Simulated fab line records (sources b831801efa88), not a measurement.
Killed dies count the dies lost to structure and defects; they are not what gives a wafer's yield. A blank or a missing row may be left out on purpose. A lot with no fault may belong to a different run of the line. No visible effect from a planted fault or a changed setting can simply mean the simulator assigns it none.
2 desks, one fault    flow gf180mcu    each desk has only its own numbers; what lay behind them comes last

== FROM THE METROLOGY DESK ==
Means of the sampled wafers that have a number, per lot and without regard to the tool the lot ran on: this is what the gauges read. Marked OUT: a lot whose mean sits more than 4 standard deviations from the usual mean, which makes it out of limits; the brackets give that distance.
Columns: A = POLY_GATE_CVD_00_THK at GF_POLY_GATE_THK_MEAS_01, usual 199.9 nm; B = cd-nm at GF_POLY_GATE_CD_MEAS_10, usual 280.1 nm; C = POLY_GATE_OVL at GF_POLY_GATE_OVL_MEAS_11, usual 0 nm
lot   first seen here  A      B      C
L472  day 10 18:13     201.8  279.5  1
L473  day 11 03:27     199.1  280.5  -0
L479  day 13 00:56     195.7  279.9  3
L483  day 14 10:02     201.5  280.4  -1
L484  day 14 10:04     200.3  280.0  -4
L485  day 14 19:50     199.8  281.2  4
Result from this desk: across the 6 lots, nothing is out of limits.

== DESK OF THE TOOL OWNER: rie-si-02 ==
The tool's own readings at GF_POLY_GATE_ETCH_13 (etches poly-Si in HBr/Cl2, stops on SiO2, target depth 198.5 nm, time 69.6 s): means of the sampled wafers that have a number, for each lot that ran on this tool. Marked OUT: a lot whose mean sits more than 4 standard deviations from the usual mean, which makes it out of limits; the brackets give that distance.
Columns: A = bias-w at GF_POLY_GATE_ETCH_13, usual 100.0 W; B = chamber-pressure-mTorr at GF_POLY_GATE_ETCH_13, usual 10.000 mTorr; C = drypump-motor-current-A at GF_POLY_GATE_ETCH_13, usual 6.00 A; D = he-backside-leak-sccm at GF_POLY_GATE_ETCH_13, usual 2.7 sccm; E = oes-product-au at GF_POLY_GATE_ETCH_13, usual 0.989 a.u.; F = run-length-s at GF_POLY_GATE_ETCH_13, usual 98.0 s; G = throttle-valve-pct at GF_POLY_GATE_ETCH_13, usual 33.684 %
lot   first seen here  A      B       C     D    E      F                G
L472  day 11 13:13     100.0  9.998   6.00  2.7  0.979  99.7 (+4.9) OUT  33.681
L473  day 11 20:29     100.1  9.992   6.29  2.9  0.977  99.6 (+4.6) OUT  33.693
L483  day 15 07:10     99.8   10.007  5.88  2.9  1.000  97.9             33.679
This desk's finding: out of limits on L472, L473; first on L472, day 11 13:13 (run-length-s at GF_POLY_GATE_ETCH_13). L483: within limits.

== TAKEN TOGETHER ==
At day 11 13:13, on L472, L473, the tool owner's desk was in a position to raise an alarm.
The metrology desk saw nothing out of limits.
The metrology desk holds a record of L472, L473, inside its limits.
GF_POLY_GATE_ETCH_13 was run on rie-si-02 by each of the lots named.

== WHAT THE SIMULATOR PUT IN ==
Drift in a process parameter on rie-si-02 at GF_POLY_GATE_ETCH_13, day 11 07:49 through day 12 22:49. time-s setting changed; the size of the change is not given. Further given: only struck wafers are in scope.
Struck lots among those shown: L472, L473.
Delay in hours, fault start to first out-of-limits reading, by desk: the tool owner's desk at 5.
